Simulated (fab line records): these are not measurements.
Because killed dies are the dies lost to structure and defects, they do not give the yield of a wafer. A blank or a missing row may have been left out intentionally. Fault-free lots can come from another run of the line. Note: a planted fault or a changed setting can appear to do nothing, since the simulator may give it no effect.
Which tool is to blame? :: flow sky130 :: 7 lots with 21 wafers sampled at 4 steps, on a route of 708 steps

== WHAT THE GAUGES SHOWED, per wafer ==
SKY_LDD_P_TW_MEAS_11.
lot: L269
measured: day 20 18:35
on: film metro-01
LDD_P_TW: 621 620 620

lot: L271
measured: day 21 17:40
on: film metro-02
LDD_P_TW: 632 631 630

lot: L274
measured: day 22 05:14
on: film metro-02
LDD_P_TW: 629 632 631

lot: L280
measured: day 24 12:23
on: film metro-02
LDD_P_TW: 634 634 627

lot: L281
measured: day 24 17:25
on: film metro-02
LDD_P_TW: 634 632 631

lot: L285
measured: day 25 21:23
on: film metro-02
LDD_P_TW: 30 30 30

lot: L289
measured: day 27 04:23
on: film metro-03
LDD_P_TW: 640 638 635

== WHAT TOOL EACH LOT RAN ON (gives the tool, then ch and the chambers of the sampled wafers, and finally the start) ==
lot: L269
SKY_POLY_GATE_ETCH_17: rie si-01 ch 0,1,3, day 18 00:54
SKY_LDD_N_STRIP_16: plasma asher-02 ch 0,1, day 19 10:59
SKY_LDD_P_STRIP_10: plasma asher-03 ch 0,1, day 20 18:29

lot: L271
SKY_POLY_GATE_ETCH_17: rie si-01 ch 0,2, day 19 00:08
SKY_LDD_N_STRIP_16: plasma asher-04 ch 0,1, day 20 10:32
SKY_LDD_P_STRIP_10: plasma asher-02 ch 0,1, day 21 17:34

lot: L274
SKY_POLY_GATE_ETCH_17: rie si-02 ch 1,2,3, day 19 11:39
SKY_LDD_N_STRIP_16: plasma asher-03 ch 0,1, day 20 21:55
SKY_LDD_P_STRIP_10: plasma asher-01 ch 0,1, day 22 05:08

lot: L280
SKY_POLY_GATE_ETCH_17: rie si-02 ch 1,3, day 21 20:28
SKY_LDD_N_STRIP_16: plasma asher-04 ch 0,1, day 23 06:39
SKY_LDD_P_STRIP_10: plasma asher-02 ch 0,1, day 24 12:18

lot: L281
SKY_POLY_GATE_ETCH_17: rie si-02 ch 0,3, day 22 00:58
SKY_LDD_N_STRIP_16: plasma asher-02 ch 0,1, day 23 10:48
SKY_LDD_P_STRIP_10: plasma asher-02 ch 0,1, day 24 17:19

lot: L285
SKY_POLY_GATE_ETCH_17: rie si-02 ch 0,1,2, day 23 07:16
SKY_LDD_N_STRIP_16: plasma asher-02 ch 0,1, day 24 15:23
SKY_LDD_P_STRIP_10: plasma asher-02 ch 0,1, day 25 21:17

lot: L289
SKY_POLY_GATE_ETCH_17: rie si-02 ch 0,1, day 24 14:50
SKY_LDD_N_STRIP_16: plasma asher-04 ch 0,1, day 25 22:46
SKY_LDD_P_STRIP_10: plasma asher-01 ch 0,1, day 27 04:17
- SKY_POLY_GATE_ETCH_17: etches poly-Si in HBr/Cl2, stops on SiO2, target depth 180 nm, time 70.5 s.
- SKY_LDD_N_STRIP_16: strips in O2/N2.
- SKY_LDD_P_STRIP_10: strips in O2/N2.

== THE ANSWER, worked out from the rows above alone ==
Rule: the usual values come from the lots themselves. Put in order of their means at a reading, lots are off if they are a third of the lots or fewer, leave a main group of 4 or more, and stand apart from it by a gap of 3 or more times the standard deviation of the main group's means; of several such gaps the widest counts. The tables above print the reading to a certain number of digits; a main group whose means all agree to those digits is not used. A lot without any number at a reading at which 4 lots or more have one is off too. Any other lot the step has rows for is counted as sound.
Off: L285, seen at SKY_LDD_P_TW_MEAS_11 (LDD_P_TW). The main group has a mean of 631 with a standard deviation of 5.2.
If a tool, at a process step before that reading, ran all the lots that are off and no sound lot after the first of them, it fits. The gauges at SKY_LDD_P_TW_MEAS_11 are tried like those tools. This does not decide it: 2 tools fit, namely plasma asher-02 at SKY_LDD_N_STRIP_16 and SKY_LDD_P_STRIP_10 and film metro-02 at SKY_LDD_P_TW_MEAS_11.

== WHAT WAS PUT IN BY THE SIMULATOR ==
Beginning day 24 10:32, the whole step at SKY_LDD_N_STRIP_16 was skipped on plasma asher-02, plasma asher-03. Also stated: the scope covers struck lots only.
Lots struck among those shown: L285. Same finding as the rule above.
